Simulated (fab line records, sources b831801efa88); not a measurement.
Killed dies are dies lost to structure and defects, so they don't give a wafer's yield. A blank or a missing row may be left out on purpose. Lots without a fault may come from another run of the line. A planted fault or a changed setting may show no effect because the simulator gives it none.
fab line records | flow sky130
record lots=5 wafers=15 last_day=50
route steps=708 shown SONOS_ONO@175 GATE_OXIDE@187 POLY_GATE@204 RES_PROTECT@206
lots that met no fault: from a run of the same line without faults
start_h: hours from the record's first day to the start of the lot's first wafer shown | wait_h: hours since the lot's step before | " the same as in the row above | L1.1+2: a row that stands for several wafers | - no value, or no start given | * or withheld: withheld | < > ~ a bound
route shown NAME@n: a module of which the file shows steps, and the number in the route of the first | usual: mean/standard deviation of fault-free wafers | same: alike in all rows | chamber/n: place in a boat | sites: the reading at each site | _std_site: their standard deviation | _edge_site: outer sites' mean less inner sites' | radius_mm: how far each site lies from the wafer's centre | mask NAME#n: copy n | behind: the tool/chamber that last shaped the wafer | hold: why the lot was held/for how many hours/how that ended | device: the transistor (n, p or np) that didn't switch | end of line: the same wafers' tests at the end of the route | a step without rows: its recipe alone | killed: dies lost to structure and defects at the first sort, not the wafer's yield | map: a wafer's dies, x killed, . not, _ none there
set.NAME: the setting as run; set.NAME@STEP: as run at that earlier step | model.NAME: the simulator's own value behind a step, which no gauge read
lots at some steps of the route; a table a step, a row a wafer
services: from which hour (start_h, from the record's first day; less than 0 if before it) a tool's chamber was out of use, for how many hours, and why
## steps
# step SKY_SONOS_ONO_HMDS_07
# recipe prime_time_s=60 prime_temp_c=120
# columns lot.wafer tool chamber start_h wait_h
L075.1+2+3 litho_track-03 0 278.21 0.1
L077.1+2+4 litho_track-01 0 290.16 0.1
L081.3+5+6 litho_track-01 0 324.01 0.1
L089.1+3+6 litho_track-01 0 391.31 0.1
L097.2+3+4 litho_track-01 0 458.23 0.1
# step SKY_SONOS_ONO_COAT_08
# recipe resist=NOVOLAK spin_rpm=3000 resist_thk_nm=1140
# columns lot.wafer tool chamber start_h wait_h
L075.1+2+3 litho_track-03 0 278.36 0.1
L077.1+2+4 litho_track-01 0 290.31 0.1
L081.3+5+6 litho_track-01 0 324.16 0.1
L089.1+3+6 litho_track-01 0 391.46 0.1
L097.2+3+4 litho_track-01 0 458.38 0.1
# step SKY_SONOS_ONO_SOFTBAKE_09
# recipe temp_c=91.18 time_s=60 resist=NOVOLAK
# usual plate_temp_C=91.17/0.12
# columns lot.wafer tool chamber start_h wait_h plate_temp_C
L075.1 litho_track-03 0 278.51 0.1 91.14
L075.2 " 0 " " 91.12
L075.3 " 0 " " 91.20
L077.1 litho_track-01 0 290.46 0.1 90.74
L077.2 " 0 " " 91.22
L077.4 " 0 " " 91.11
L081.3 litho_track-01 0 324.31 0.1 91.13
L081.5 " 0 " " 91.18
L081.6 " 0 " " 91.18
L089.1 litho_track-01 0 391.61 0.1 91.01
L089.3 " 0 " " 91.15
L089.6 " 0 " " 91.09
L097.2 litho_track-01 0 458.53 0.1 91.26
L097.3 " 0 " " 91.29
L097.4 " 0 " " 91.02
# step SKY_SONOS_ONO_EXPOSE_10
# recipe mask_id=ONOM target_cd_nm=410 na=0.6 source_shape=conventional sigma_outer=0.6 dose_mj=150
# columns lot.wafer tool chamber start_h wait_h mask
L075.1+2+3 iline_stepper-01 0 - - ONOM#0
L077.1+2+4 iline_stepper-02 0 - - ONOM#0
L081.3+5+6 iline_stepper-02 0 - - ONOM#0
L089.1+3+6 iline_stepper-02 0 - - ONOM#0
L097.2+3+4 iline_stepper-02 0 - - ONOM#0
# step SKY_SONOS_ONO_PEB_11
# recipe temp_c=withheld time_s=* resist=NOVOLAK
# columns lot.wafer tool chamber start_h wait_h
L075.1+2+3 litho_track-02 0 - -
L077.1+2+4 litho_track-01 0 - -
L081.3+5+6 litho_track-01 0 - -
L089.1+3+6 litho_track-01 0 - -
L097.2+3+4 litho_track-03 0 - -
# step SKY_SONOS_ONO_DEVELOP_12
# recipe develop_time_s=60 dev_temp_c=23
# same develop_time_s=60
# columns lot.wafer tool chamber start_h wait_h
L075.1+2+3 litho_track-02 0 290.82 0.1
L077.1+2+4 litho_track-01 0 303.51 0.1
L081.3+5+6 litho_track-01 0 336.66 0.1
L089.1+3+6 litho_track-01 0 405.96 0.1
L097.2+3+4 litho_track-03 0 473.94 0.1
# step SKY_SONOS_ONO_CD_MEAS_13
# recipe target_cd_nm=410
# usual cd_nm=410.1/2.3
# columns lot.wafer tool chamber start_h wait_h cd_nm
L075.1 cd_sem-01 - 290.97 0.1 411.3
L075.2 " - " " 411.4
L075.3 " - " " 412.0
L077.1 cd_sem-02 - 303.66 0.1 406.2
L077.2 " - " " 407.3
L077.4 " - " " 407.6
L081.3 cd_sem-02 - 336.82 0.1 409.6
L081.5 " - " " 411.7
L081.6 " - " " 410.4
L089.1 cd_sem-01 - 406.11 0.1 409.2
L089.3 " - " " 407.8
L089.6 " - " " 409.6
L097.2 cd_sem-02 - 474.08 0.1 411.0
L097.3 " - " " 413.2
L097.4 " - " " 412.6
# step SKY_SONOS_ONO_OVL_MEAS_14
# usual SONOS_ONO_OVL=0.9/1.4
# columns lot.wafer tool chamber start_h wait_h SONOS_ONO_OVL[nm]
L075.1 overlay-02 - 291.09 0.1 -0.4
L075.2 " - " " 0.8
L075.3 " - " " -0.7
L077.1 overlay-01 - 303.78 0.1 0.1
L077.2 " - " " 0.7
L077.4 " - " " 1.0
L081.3 overlay-02 - 336.92 0.1 1.8
L081.5 " - " " 1.0
L081.6 " - " " 2.2
L089.1 overlay-02 - 406.23 0.1 -0.3
L089.3 " - " " 0.4
L089.6 " - " " 0.1
L097.2 overlay-02 - 474.19 0.1 2.2
L097.3 " - " " 1.2
L097.4 " - " " 0.1
# step SKY_SONOS_ONO_ETCH_15
# recipe target_depth_nm=19.52 chemistry=CHF3/O2 source_w=600 bias_w=200 pressure_mtorr=40 chf3_flow_sccm=50 O2_flow_sccm=5 time_s=7.8
# usual chf3_flow_sccm=50.02/0.15 drypump_motor_current_A=5.7/0.33 oes_product_au=1.003/0.015 throttle_valve_pct=8.825/0.011
# columns lot.wafer tool chamber start_h wait_h chf3_flow_sccm drypump_motor_current_A oes_product_au rf_hours_counter_h throttle_valve_pct
L075.1 rie_diel-04 2 291.12 0.0 50.05 5.6 1.030 112 8.832
L075.2 " 3 " " 50.09 6.2 1.029 77 8.809
L075.3 " 0 " " 49.98 6.4 1.019 7 8.843
L077.1 rie_diel-04 0 303.81 0.0 50.05 6.3 1.005 8 8.832
L077.2 " 2 " " 50.05 5.5 1.007 113 8.828
L077.4 " 1 " " 50.06 5.6 0.995 - 8.835
L081.3 rie_diel-03 3 336.95 0.0 49.95 5.5 1.010 - 8.820
L081.5 " 0 " " 49.72 6.0 0.969 - 8.813
L081.6 " 3 " " 50.26 5.5 1.010 - 8.834
L089.1 rie_diel-01 0 406.26 0.0 50.15 5.5 0.991 38 8.795
L089.3 " 2 " " 50.18 5.4 1.011 2 8.820
L089.6 " 0 " " 50.11 5.5 0.988 - 8.843
L097.2 rie_diel-03 3 474.22 0.0 49.98 5.5 1.013 81 8.816
L097.3 " 0 " " 49.91 6.0 0.994 2 8.818
L097.4 " 2 " " 50.03 5.4 1.005 - 8.826
# step SKY_SONOS_ONO_WET_ETCH_16
# recipe chemistry=dHF target_depth_nm=14 dry=n2_spin target=SiO2 dilution=100:1 temp_c=25 time_s=280
# columns lot.wafer tool chamber start_h wait_h
L075.1+2+3 wet_bench-02 3 291.14 0.0
L077.1+2+4 wet_bench-01 1 303.83 0.0
L081.3+5+6 wet_bench-02 3 336.97 0.0
L089.1+3+6 wet_bench-02 2 406.28 0.0
L097.2+3+4 wet_bench-01 3 474.24 0.0
# step SKY_SONOS_ONO_STRIP_17
# recipe chemistry=O2/N2 power_w=1400 pressure_mtorr=1500 platen_temp_c=withheld o2_flow_sccm=3000 n2_flow_sccm=300 overash_fraction=0.5
# usual drypump_motor_current_A=5.7/0.61 oes_product_au=0.710/0.0047 strip_time_to_endpoint_s=14.05/0.041
# columns lot.wafer tool chamber start_h wait_h drypump_motor_current_A oes_product_au rf_hours_counter_h strip_time_to_endpoint_s
L075.1 plasma_asher-04 0 291.24 0.0 6.7 0.713 15 14.01
L075.2 " 1 " " 6.1 0.711 15 13.94
L075.3 " 0 " " 6.7 0.711 - 13.99
L077.1 plasma_asher-04 1 303.93 0.0 6.1 0.704 17 13.97
L077.2 " 0 " " 6.7 0.709 17 13.96
L077.4 " 0 " " 6.7 0.707 - 14.01
L081.3 plasma_asher-04 1 337.10 0.0 6.0 0.704 - 14.06
L081.5 " 1 " " 6.1 0.707 - 14.06
L081.6 " 0 " " 6.7 0.713 - 14.06
L089.1 plasma_asher-01 1 406.37 0.0 5.0 0.714 60 14.09
L089.3 " 0 " " 5.4 0.703 - 14.04
L089.6 " 1 " " 5.0 0.699 - 14.02
L097.2 plasma_asher-03 1 474.33 0.0 5.5 0.714 4 14.06
L097.3 " 1 " " 5.5 0.717 - 14.07
L097.4 " 0 " " 5.1 0.717 - 14.07
# step SKY_SONOS_ONO_WET_ETCH_18
# recipe chemistry=H3PO4 target_depth_nm=15 target=Si3N4 temp_c=160 time_s=172
# columns lot.wafer tool chamber start_h wait_h
L075.1+2+3 wet_bench-01 2 291.34 0.1
L077.1+2+4 wet_bench-02 3 304.03 0.1
L081.3+5+6 wet_bench-04 3 337.17 0.0
L089.1+3+6 wet_bench-01 0 406.47 0.1
L097.2+3+4 wet_bench-02 1 474.43 0.1
# step SKY_GATE_OXIDE_CLEAN_00
# recipe chemistry=SC1/SC2 mix=1:4:20 temp_c=70 time_s=150 dry=n2_spin
# columns lot.wafer tool chamber start_h wait_h
L075.1+2+3 wet_bench-04 2 291.39 0.0
L077.1+2+4 wet_bench-04 2 304.09 0.0
L081.3+5+6 wet_bench-01 0 337.22 0.0
L089.1+3+6 wet_bench-04 3 406.52 0.0
L097.2+3+4 wet_bench-01 0 474.48 0.0
# step SKY_GATE_OXIDE_OXIDATION_01
# recipe temp_c=900 ambient=O2 stabilise_s=600 purge_s=300 target_thk_a=102.68 ox_time_s=1473
# usual spike_tc_upper_C=902.2/1.5 tube_center_temp_C=900.01/0.09 zone_power_bottom_pct=29.3/1
# columns lot.wafer tool chamber start_h wait_h spike_tc_upper_C tube_center_temp_C zone_power_bottom_pct
L075.1 furnace-01 0 291.63 0.2 903.3 899.96 30.2
L075.2 " 0 " " 903.2 900.02 30.0
L075.3 " 0 " " 903.2 899.99 30.3
L077.1 furnace-02 0 305.11 1.0 898.8 899.93 28.4
L077.2 " 0 " " 901.3 900.02 28.3
L077.4 " 0 " " 901.6 900.04 27.6
L081.3 furnace-02 0 338.83 1.6 900.9 899.96 28.7
L081.5 " 0 " " 901.3 900 28.0
L081.6 " 0 " " 901.7 900.03 28.3
L089.1 furnace-01 0 407.67 1.1 904.7 900.01 30.1
L089.3 " 0 " " 903.3 899.86 29.8
L089.6 " 0 " " 902.7 900 30.3
L097.2 furnace-02 0 474.53 0.0 900.5 899.94 28.2
L097.3 " 0 " " 900.4 900.12 28.4
L097.4 " 0 " " 901.2 900.02 28.0
# step SKY_GATE_OXIDE_THK_MEAS_02
# recipe reads=SiO2_of_GATE_OXIDE_OXIDATION_01
# usual GATE_OXIDE_OXIDATION_00_THK=10.26/0.21
# columns lot.wafer tool chamber start_h wait_h GATE_OXIDE_OXIDATION_00_THK[nm]
L075.1 film_metro-03 - 293.04 0.0 10.37
L075.2 " - " " 10.46
L075.3 " - " " 10.44
L077.1 film_metro-04 - 306.52 0.0 10.35
L077.2 " - " " 10.48
L077.4 " - " " 10.52
L081.3 film_metro-04 - 340.26 0.0 10.43
L081.5 " - " " 10.64
L081.6 " - " " 10.49
L089.1 film_metro-02 - 409.08 0.0 10.56
L089.3 " - " " 10.80
L089.6 " - " " 10.51
L097.2 film_metro-03 - 475.95 0.0 10.21
L097.3 " - " " 10.38
L097.4 " - " " 10.28
# step SKY_GATE_OXIDE_DEHYDRATE_03
# recipe temp_c=200 time_s=60
# usual plate_temp_C=200.00/0.16
# columns lot.wafer tool chamber start_h wait_h plate_temp_C
L075.1 litho_track-04 0 305.33 12.3 199.94
L075.2 " 0 " " 199.90
L075.3 " 0 " " 199.82
L077.1 litho_track-03 0 319.21 12.7 200.16
L077.2 " 0 " " 200.00
L077.4 " 0 " " 200.03
L081.3 litho_track-02 0 353.32 13.0 200.05
L081.5 " 0 " " 199.83
L081.6 " 0 " " 199.95
L089.1 litho_track-03 0 423.51 14.4 199.99
L089.3 " 0 " " 200.02
L089.6 " 0 " " 200.13
L097.2 litho_track-02 0 491.04 15.1 200.17
L097.3 " 0 " " 199.81
L097.4 " 0 " " 199.88
# step SKY_GATE_OXIDE_HMDS_04
# recipe prime_time_s=60 prime_temp_c=120
# columns lot.wafer tool chamber start_h wait_h
L075.1+2+3 litho_track-04 0 305.48 0.1
L077.1+2+4 litho_track-03 0 319.36 0.1
L081.3+5+6 litho_track-02 0 353.47 0.1
L089.1+3+6 litho_track-03 0 423.66 0.1
L097.2+3+4 litho_track-02 0 491.19 0.1
# step SKY_GATE_OXIDE_COAT_05
# recipe resist=NOVOLAK spin_rpm=3000 resist_thk_nm=1140
# columns lot.wafer tool chamber start_h wait_h
L075.1+2+3 litho_track-04 0 305.63 0.1
L077.1+2+4 litho_track-03 0 319.51 0.1
L081.3+5+6 litho_track-02 0 353.62 0.1
L089.1+3+6 litho_track-03 0 423.81 0.1
L097.2+3+4 litho_track-02 0 491.34 0.1
# step SKY_GATE_OXIDE_SOFTBAKE_06
# recipe temp_c=90 time_s=60 resist=NOVOLAK
# usual plate_temp_C=90.03/0.12
# columns lot.wafer tool chamber start_h wait_h plate_temp_C
L075.1 litho_track-04 0 305.78 0.1 89.92
L075.2 " 0 " " 90.07
L075.3 " 0 " " 90.12
L077.1 litho_track-03 0 319.66 0.1 89.96
L077.2 " 0 " " 90.10
L077.4 " 0 " " 90.12
L081.3 litho_track-02 0 353.77 0.1 90.06
L081.5 " 0 " " 90.02
L081.6 " 0 " " 89.85
L089.1 litho_track-03 0 423.96 0.1 90.06
L089.3 " 0 " " 90.22
L089.6 " 0 " " 89.95
L097.2 litho_track-02 0 491.49 0.1 89.94
L097.3 " 0 " " 89.83
L097.4 " 0 " " 89.80
# step SKY_GATE_OXIDE_EXPOSE_07
# recipe mask_id=LVOM na=0.6 source_shape=conventional sigma_outer=0.6 polarization=unpolarized target_cd_nm=600 dose_mj=170
# columns lot.wafer tool chamber start_h wait_h mask
L075.1+2+3 iline_stepper-01 0 - - LVOM#0
L077.1+2+4 iline_stepper-01 0 - - LVOM#0
L081.3+5+6 iline_stepper-01 0 - - LVOM#0
L089.1+3+6 iline_stepper-01 0 - - LVOM#0
L097.2+3+4 iline_stepper-02 0 - - LVOM#0
# step SKY_GATE_OXIDE_PEB_08
# recipe temp_c=withheld time_s=* resist=NOVOLAK
# columns lot.wafer tool chamber start_h wait_h
L075.1+2+3 litho_track-02 0 - -
L077.1+2+4 litho_track-04 0 - -
L081.3+5+6 litho_track-03 0 - -
L089.1+3+6 litho_track-02 0 - -
L097.2+3+4 litho_track-02 0 - -
# step SKY_GATE_OXIDE_DEVELOP_09
# recipe resist=NOVOLAK developer=TMAH develop_time_s=60 dev_temp_c=23
# same develop_time_s=60
# columns lot.wafer tool chamber start_h wait_h
L075.1+2+3 litho_track-02 0 318.67 0.1
L077.1+2+4 litho_track-04 0 332.33 0.1
L081.3+5+6 litho_track-03 0 367.11 0.1
L089.1+3+6 litho_track-02 0 439.42 0.1
L097.2+3+4 litho_track-02 0 507.29 0.1
# step SKY_GATE_OXIDE_OVL_MEAS_10
# usual GATE_OXIDE_OVL=0.0/1.5
# columns lot.wafer tool chamber start_h wait_h GATE_OXIDE_OVL[nm]
L075.1 overlay-01 - 318.82 0.1 2.4
L075.2 " - " " 2.8
L075.3 " - " " -1.0
L077.1 overlay-02 - 332.48 0.1 -0.1
L077.2 " - " " -1.2
L077.4 " - " " 1.1
L081.3 overlay-01 - 367.23 0.1 0.6
L081.5 " - " " 0.5
L081.6 " - " " 0.1
L089.1 overlay-02 - 439.57 0.1 -3.4
L089.3 " - " " -1.6
L089.6 " - " " -2.9
L097.2 overlay-01 - 507.42 0.1 1.2
L097.3 " - " " 0.6
L097.4 " - " " 1.2
# step SKY_GATE_OXIDE_IMPLANT_11
# recipe species=B energy_kev=10 dose_cm2=2.551e+12 tilt_deg=withheld
# columns lot.wafer tool chamber start_h wait_h
L075.1+2+3 implanter-04 0 318.85 0.0
L077.1+2+4 implanter-04 0 332.51 0.0
L081.3+5+6 implanter-02 0 367.30 0.1
L089.1+3+6 implanter-03 0 439.60 0.0
L097.2+3+4 implanter-04 0 507.48 0.0
# step SKY_GATE_OXIDE_WET_ETCH_12
# recipe chemistry=dHF target_depth_nm=16.8 dry=n2_spin target=SiO2 dilution=100:1 temp_c=25 time_s=336
# columns lot.wafer tool chamber start_h wait_h
L075.1+2+3 wet_bench-02 3 319.00 0.1
L077.1+2+4 wet_bench-01 2 332.66 0.1
L081.3+5+6 wet_bench-04 2 367.40 0.1
L089.1+3+6 wet_bench-01 0 439.75 0.1
L097.2+3+4 wet_bench-04 1 507.60 0.1
# step SKY_GATE_OXIDE_STRIP_13
# recipe chemistry=O2/N2 power_w=1400 pressure_mtorr=1500 platen_temp_c=withheld o2_flow_sccm=3000 n2_flow_sccm=300 overash_fraction=0.5
# usual drypump_motor_current_A=5.9/0.61 oes_product_au=0.715/0.0044 strip_time_to_endpoint_s=14.20/0.042
# columns lot.wafer tool chamber start_h wait_h drypump_motor_current_A oes_product_au rf_hours_counter_h strip_time_to_endpoint_s
L075.1 plasma_asher-03 0 319.10 0.0 5.1 0.714 64 14.16
L075.2 " 1 " " 5.5 0.719 64 14.15
L075.3 " 1 " " 5.5 0.714 - 14.14
L077.1 plasma_asher-04 1 332.76 0.0 6.1 0.715 19 14.17
L077.2 " 0 " " 6.7 0.710 19 14.21
L077.4 " 0 " " 6.7 0.724 - 14.15
L081.3 plasma_asher-03 0 367.54 0.0 5.0 0.713 - 14.22
L081.5 " 0 " " 5.1 0.717 - 14.21
L081.6 " 1 " " 5.5 0.715 - 14.20
L089.1 plasma_asher-04 0 439.85 0.0 6.7 0.711 30 14.24
L089.3 " 0 " " 6.7 0.714 - 14.23
L089.6 " 1 " " 6.1 0.710 - 14.20
L097.2 plasma_asher-02 0 507.70 0.0 5.5 0.708 80 14.23
L097.3 " 0 " " 5.5 0.714 - 14.21
L097.4 " 1 " " 6.7 0.717 - 14.22
# step SKY_GATE_OXIDE_TW_MEAS_14
# usual GATE_OXIDE_TW=219.9/1.8
# columns lot.wafer tool chamber start_h wait_h GATE_OXIDE_TW
L075.1 film_metro-02 - 319.20 0.1 220.8
L075.2 " - " " 221.0
L075.3 " - " " 220.8
L077.1 film_metro-04 - 332.86 0.1 223.3
L077.2 " - " " 223.2
L077.4 " - " " 222.4
L081.3 film_metro-03 - 367.62 0.1 218.1
L081.5 " - " " 216.6
L081.6 " - " " 217.8
L089.1 film_metro-02 - 439.95 0.1 221.5
L089.3 " - " " 219.8
L089.6 " - " " 221.2
L097.2 film_metro-03 - 507.81 0.1 216.3
L097.3 " - " " 217.3
L097.4 " - " " 217.5
# step SKY_GATE_OXIDE_CLEAN_15
# recipe chemistry=SC1/SC2 mix=1:4:20 temp_c=70 time_s=150 dry=n2_spin
# columns lot.wafer tool chamber start_h wait_h
L075.1+2+3 wet_bench-01 0 319.26 0.1
L077.1+2+4 wet_bench-04 3 332.92 0.1
L081.3+5+6 wet_bench-04 3 367.66 0.0
L089.1+3+6 wet_bench-04 1 440.01 0.1
L097.2+3+4 wet_bench-04 0 507.86 0.0
# step SKY_GATE_OXIDE_OXIDATION_16
# recipe temp_c=800 ambient=O2 idle_temp_c=700 ramp_up_c_per_min=10 ramp_down_c_per_min=3 stabilise_s=600 purge_s=300 target_thk_a=35.7 ox_time_s=1915
# usual spike_tc_upper_C=801.4/1.5 tube_center_temp_C=800/0.074 zone_power_bottom_pct=22.5/0.79
# columns lot.wafer tool chamber start_h wait_h spike_tc_upper_C tube_center_temp_C zone_power_bottom_pct
L075.1 furnace-02 0 321.77 2.5 801.4 800.01 22.0
L075.2 " 0 " " 801.8 800.06 22.0
L075.3 " 0 " " 802.0 800.11 22.4
L077.1 furnace-02 0 337.30 4.3 799.6 800.05 21.7
L077.2 " 0 " " 801.1 799.99 22.0
L077.4 " 0 " " 800.7 800.14 21.9
L081.3 furnace-02 0 367.81 0.1 800.5 800 22.2
L081.5 " 0 " " 800.7 799.96 21.5
L081.6 " 0 " " 802.1 800.12 21.8
L089.1 furnace-02 0 440.07 0.0 799.7 799.96 21.6
L089.3 " 0 " " 801.5 799.96 21.8
L089.6 " 0 " " 799.7 799.91 22.5
L097.2 furnace-01 0 508.70 0.8 801.0 800.01 23.7
L097.3 " 0 " " 801.4 800.04 23.5
L097.4 " 0 " " 804.4 800.02 23.9
# step SKY_POLY_GATE_CVD_00
# recipe material=poly-Si target_thk_nm=180 temp_c=620 time_s=720 pressure_mtorr=200
# usual spike_tc_upper_C=618.9/1.3 zone_power_bottom_pct=13.3/0.69
# columns lot.wafer tool chamber start_h wait_h spike_tc_upper_C zone_power_bottom_pct
L075.1 lpcvd-01 1 323.30 0.0 616.8 13.7
L075.2 " 1 " " 619.1 13.6
L075.3 " 1 " " 618.4 13.9
L077.1 lpcvd-01 0 338.83 0.0 620.3 12.4
L077.2 " 0 " " 620.5 12.4
L077.4 " 0 " " 619.9 12.3
L081.3 lpcvd-01 0 369.34 0.0 619.3 12.4
L081.5 " 0 " " 619.0 12.5
L081.6 " 0 " " 619.4 12.6
L089.1 lpcvd-01 0 441.60 0.0 618.1 12.5
L089.3 " 0 " " 619.0 12.6
L089.6 " 0 " " 619.3 12.4
L097.2 lpcvd-01 1 510.23 0.0 618.2 13.8
L097.3 " 1 " " 619.9 13.9
L097.4 " 1 " " 619.5 13.8
# step SKY_POLY_GATE_THK_MEAS_01
# recipe reads=poly-Si_of_POLY_GATE_CVD_00
# usual POLY_GATE_CVD_00_THK=179.7/1.5
# columns lot.wafer tool chamber start_h wait_h POLY_GATE_CVD_00_THK[nm]
L075.1 film_metro-03 - 324.50 0.0 180.4
L075.2 " - " " 180.4
L075.3 " - " " 179.9
L077.1 film_metro-03 - 340.03 0.0 177.8
L077.2 " - " " 176.8
L077.4 " - " " 176.1
L081.3 film_metro-03 - 370.56 0.0 180.3
L081.5 " - " " 180.6
L081.6 " - " " 180.6
L089.1 film_metro-02 - 442.80 0.0 181.2
L089.3 " - " " 180.3
L089.6 " - " " 179.3
L097.2 film_metro-01 - 511.44 0.0 178.3
L097.3 " - " " 178.3
L097.4 " - " " 180.3
# step SKY_RES_PROTECT_DEHYDRATE_00
# recipe temp_c=200 time_s=60
# usual plate_temp_C=200.00/0.16
# columns lot.wafer tool chamber start_h wait_h plate_temp_C
L075.1 litho_track-03 0 336.66 12.2 200.18
L075.2 " 0 " " 200.13
L075.3 " 0 " " 200.01
L077.1 litho_track-01 0 352.91 12.9 200.15
L077.2 " 0 " " 200.09
L077.4 " 0 " " 200.18
L081.3 litho_track-01 0 384.76 14.2 200.26
L081.5 " 0 " " 200.08
L081.6 " 0 " " 199.98
L089.1 litho_track-01 0 457.46 14.6 200.03
L089.3 " 0 " " 199.91
L089.6 " 0 " " 200.08
L097.2 litho_track-01 0 526.88 15.4 200.26
L097.3 " 0 " " 200.08
L097.4 " 0 " " 200.24
# step SKY_RES_PROTECT_HMDS_01
# recipe prime_time_s=60 prime_temp_c=120
# columns lot.wafer tool chamber start_h wait_h
L075.1+2+3 litho_track-03 0 336.81 0.1
L077.1+2+4 litho_track-01 0 353.06 0.1
L081.3+5+6 litho_track-01 0 384.91 0.1
L089.1+3+6 litho_track-01 0 457.61 0.1
L097.2+3+4 litho_track-01 0 527.03 0.1
# step SKY_RES_PROTECT_COAT_02
# recipe resist=NOVOLAK spin_rpm=3000 resist_thk_nm=1140
# columns lot.wafer tool chamber start_h wait_h
L075.1+2+3 litho_track-03 0 336.96 0.1
L077.1+2+4 litho_track-01 0 353.21 0.1
L081.3+5+6 litho_track-01 0 385.06 0.1
L089.1+3+6 litho_track-01 0 457.76 0.1
L097.2+3+4 litho_track-01 0 527.18 0.1
# step SKY_RES_PROTECT_SOFTBAKE_03
# recipe temp_c=90 time_s=60 resist=NOVOLAK
# usual plate_temp_C=90.02/0.13
# columns lot.wafer tool chamber start_h wait_h plate_temp_C
L075.1 litho_track-03 0 337.11 0.1 89.94
L075.2 " 0 " " 90.13
L075.3 " 0 " " 90.13
L077.1 litho_track-01 0 353.36 0.1 90.06
L077.2 " 0 " " 89.89
L077.4 " 0 " " 90.09
L081.3 litho_track-01 0 385.21 0.1 90.08
L081.5 " 0 " " 90.03
L081.6 " 0 " " 89.94
L089.1 litho_track-01 0 457.91 0.1 89.99
L089.3 " 0 " " 90.25
L089.6 " 0 " " 90.03
L097.2 litho_track-01 0 527.33 0.1 90.03
L097.3 " 0 " " 89.99
L097.4 " 0 " " 90.01
# step SKY_RES_PROTECT_EXPOSE_04
# recipe mask_id=RPM na=0.6 source_shape=conventional sigma_outer=0.6 polarization=unpolarized target_cd_nm=1270 dose_mj=131
# columns lot.wafer tool chamber start_h wait_h mask
L075.1+2+3 iline_stepper-01 0 - - RPM#0
L077.1+2+4 iline_stepper-01 0 - - RPM#0
L081.3+5+6 iline_stepper-01 0 - - RPM#0
L089.1+3+6 iline_stepper-02 0 - - RPM#0
L097.2+3+4 iline_stepper-01 0 - - RPM#0
# step SKY_RES_PROTECT_PEB_05
# recipe temp_c=withheld time_s=* resist=NOVOLAK
# columns lot.wafer tool chamber start_h wait_h
L075.1+2+3 litho_track-01 0 - -
L077.1+2+4 litho_track-04 0 - -
L081.3+5+6 litho_track-04 0 - -
L089.1+3+6 litho_track-03 0 - -
L097.2+3+4 litho_track-01 0 - -
# step SKY_RES_PROTECT_DEVELOP_06
# recipe resist=NOVOLAK developer=TMAH develop_time_s=60 dev_temp_c=23
# same develop_time_s=60
# columns lot.wafer tool chamber start_h wait_h
L075.1+2+3 litho_track-01 0 349.76 0.1
L077.1+2+4 litho_track-04 0 366.28 0.1
L081.3+5+6 litho_track-04 0 399.83 0.1
L089.1+3+6 litho_track-03 0 473.61 0.1
L097.2+3+4 litho_track-01 0 541.63 0.1
# step SKY_POLY_GATE_IMPLANT_02
# recipe species=P energy_kev=30 dose_cm2=7.7e+15 tilt_deg=0
# columns lot.wafer tool chamber start_h wait_h
L075.1+2+3 implanter-01 0 349.91 0.1
L077.1+2+4 implanter-01 0 366.43 0.1
L081.3+5+6 implanter-01 0 399.98 0.1
L089.1+3+6 implanter-04 0 473.76 0.1
L097.2+3+4 implanter-03 0 541.78 0.1
# step SKY_RES_PROTECT_STRIP_07
# recipe chemistry=O2/N2 power_w=1400 pressure_mtorr=1500 platen_temp_c=withheld o2_flow_sccm=3000 n2_flow_sccm=300 overash_fraction=0.5
# usual drypump_motor_current_A=5.5/0.51 oes_product_au=0.517/0.0047 strip_time_to_endpoint_s=23.30/0.045
# columns lot.wafer tool chamber start_h wait_h drypump_motor_current_A oes_product_au rf_hours_counter_h strip_time_to_endpoint_s
L075.1 plasma_asher-01 0 350.06 0.1 5.4 0.527 54 23.29
L075.2 " 1 " " 5.0 0.520 54 23.34
L075.3 " 0 " " 5.4 0.517 - 23.33
L077.1 plasma_asher-01 1 366.58 0.1 5.0 0.514 56 23.20
L077.2 " 0 " " 5.4 0.519 56 23.26
L077.4 " 0 " " 5.4 0.519 - 23.23
L081.3 plasma_asher-03 0 400.11 0.1 5.0 0.517 - 23.28
L081.5 " 1 " " 5.5 0.521 - 23.28
L081.6 " 0 " " 5.1 0.510 - 23.31
L089.1 plasma_asher-01 1 473.91 0.1 5.0 0.515 67 23.28
L089.3 " 1 " " 5.0 0.520 - 23.31
L089.6 " 0 " " 5.4 0.528 - 23.28
L097.2 plasma_asher-01 0 541.90 0.1 5.4 0.510 74 23.23
L097.3 " 0 " " 5.4 0.513 - 23.24
L097.4 " 1 " " 5.0 0.519 - 23.21
# step SKY_RES_PROTECT_TW_MEAS_08
# usual POLY_GATE_TW=4001/28
# columns lot.wafer tool chamber start_h wait_h POLY_GATE_TW
L075.1 film_metro-02 - 350.16 0.1 3984
L075.2 " - " " 3982
L075.3 " - " " 3996
L077.1 film_metro-02 - 366.68 0.1 3997
L077.2 " - " " 3973
L077.4 " - " " 3976
L081.3 film_metro-02 - 400.20 0.1 3996
L081.5 " - " " 3969
L081.6 " - " " 3968
L089.1 film_metro-02 - 474.01 0.1 3952
L089.3 " - " " 3979
L089.6 " - " " 3971
L097.2 film_metro-01 - 542.01 0.1 4011
L097.3 " - " " 4010
L097.4 " - " " 4027
# step SKY_RES_PROTECT_CLEAN_09
# recipe chemistry=SC1/SC2 mix=1:4:20 temp_c=70 time_s=150 dry=n2_spin
# columns lot.wafer tool chamber start_h wait_h
L075.1+2+3 wet_bench-03 1 350.22 0.1
L077.1+2+4 wet_bench-03 2 366.74 0.1
L081.3+5+6 wet_bench-02 2 400.24 0.0
L089.1+3+6 wet_bench-01 2 474.07 0.1
L097.2+3+4 wet_bench-02 0 542.06 0.0
## services
# columns tool chamber start_h hours kind
iline_stepper-02 - 282.93 1.7 pm
plasma_asher-03 - 284.00 3.3 repair
implanter-01 - 291.57 3.8 pm
furnace-02 - 296.09 4.8 repair
plasma_asher-04 - 306.27 1.4 repair
furnace-01 - 311.67 11.1 pm
furnace-02 - 327.49 3.4 pm
plasma_asher-01 - 327.62 1.0 repair
furnace-02 - 332.23 3.7 pm
plasma_asher-03 - 334.06 2.8 pm
iline_stepper-01 - 351.49 1.7 pm
wet_bench-02 - 364.85 3.7 repair
implanter-04 - 369.08 17.1 repair
implanter-04 - 371.49 5.7 repair
lpcvd-01 - 395.68 2.5 repair
plasma_asher-04 - 406.08 2.8 pm
lpcvd-01 - 417.62 1.8 repair
plasma_asher-03 - 421.25 9.0 pm
plasma_asher-04 - 430.45 1.0 repair
wet_bench-02 - 436.80 4.4 repair
iline_stepper-01 - 472.07 4.7 repair
furnace-02 - 499.32 3.5 pm
iline_stepper-02 - 501.02 1.7 pm
implanter-04 - 529.60 3.1 pm
## key
fault none
